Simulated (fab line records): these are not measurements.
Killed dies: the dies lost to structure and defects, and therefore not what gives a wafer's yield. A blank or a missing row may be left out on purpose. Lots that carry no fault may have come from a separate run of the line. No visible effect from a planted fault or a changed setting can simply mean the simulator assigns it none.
Code-filled problem report in 8D (eight disciplines) form | flow sky130 | the parts of the form that need people (team, actions taken, sign-off) are left out

## 1. THE ISSUE
oesProductAu at SKY_POLY_CUT_ETCH_11 reads a mean of 0.964 a.u. on 3 wafers of 2 lots; wafers without a fault read 0.828 a.u. with a standard deviation of 0.006. Measured from the usual mean, that is +23 standard deviations.
The step: etches Si3N4 in CF4/CH2F2/Ar, stops on poly-Si, time 42.5 s, target depth 60 nm.
The first sign was on wafer L291.3 at day 29 16:50, on rieDiel-03. Wafers with a number at this step in the record: 39, from 13 lots. The rule behind "out" and "out of limits": a value lying over 4 standard deviations away from the usual mean. The rest of the wafers with a number are treated as sound.

## 2. WHAT THIS IS AND IS NOT
question                    | is                       | is not
which readings at this step | oesProductAu, runLengthS | drypumpMotorCurrentA, throttleValvePct
which lots                  | L291, L292               | L276, L277, L278, L280, L281, L282, L284, L287, L290, L297, L299
which wafers of those lots  | L291.3, L292.2, L292.5   | L291.2, L291.5, L292.1
read on which tools         | rieDiel-03               | rieDiel-02, rieDiel-04
when                        | from day 29 16:50        | up to then (29 sound wafers); but 7 sound wafers of L292, L297, L299 came after

## 3. WHAT RULES OUT EACH SUSPECT
Counting: any tool at a process step up to the reading remains a suspect provided it ran every lot that is out. Sound lots after the first of them don't rule it out here, since some wafers of a struck lot are sound.
- rieDiel-03 at SKY_POLY_CUT_ETCH_11 (etches Si3N4 in CF4/CH2F2/Ar, stops on poly-Si, time 42.5 s, target depth 60 nm): kept. It ran every lot that is out, first L291 (day 29 16:50); its last sound lot up to then is L282 (day 27 06:06). Its own oesProductAu, runLengthS readings are out on those wafers.
- Within rieDiel-03 at SKY_POLY_CUT_ETCH_11: the wafers that are out ran in chamber 3; their sound lot-mates ran in chamber 1.
Left after counting: rieDiel-03 at SKY_POLY_CUT_ETCH_11.

## 4. THE CAUSE (what the simulator had put in)
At SKY_POLY_CUT_ETCH_11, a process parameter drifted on rieDiel-03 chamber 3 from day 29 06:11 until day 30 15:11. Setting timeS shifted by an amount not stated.
The count eliminated every tool but this one.

## 5. THE CHAIN OF EFFECTS, in route order
Rows list readings where the struck wafers' mean (over those with a number) sits beyond 3 standard deviations from the usual. Scope: only readings with a usual standard deviation given in the record; hours: median across lots of the time from each lot's start at the first step in this table that gives one to its start at this step; sigmas: change in usual standard deviations.
hours | step                 | reading      | usual      | on struck wafers | change | sigmas
0     | SKY_POLY_CUT_ETCH_11 | oesProductAu | 0.828 a.u. | 0.964            | +0.136 | +23
0     | SKY_POLY_CUT_ETCH_11 | runLengthS   | 70.9 s     | 63.8             | -7.1   | -19
Process steps it contains:
- SKY_POLY_CUT_ETCH_11: etches Si3N4 in CF4/CH2F2/Ar, stops on poly-Si, time 42.5 s, target depth 60 nm.
At these later measuring or inspecting steps, every struck wafer for which the step has a row has a number for every such reading, and none has moved that far: SKY_SD_P_CD_MEAS_07, SKY_SD_P_TW_MEAS_11.

## 6. WHAT WOULD HAVE CAUGHT IT SOONER
The fault began at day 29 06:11; the first out-of-limits reading in this record came at day 29 16:50, 11 hours later.
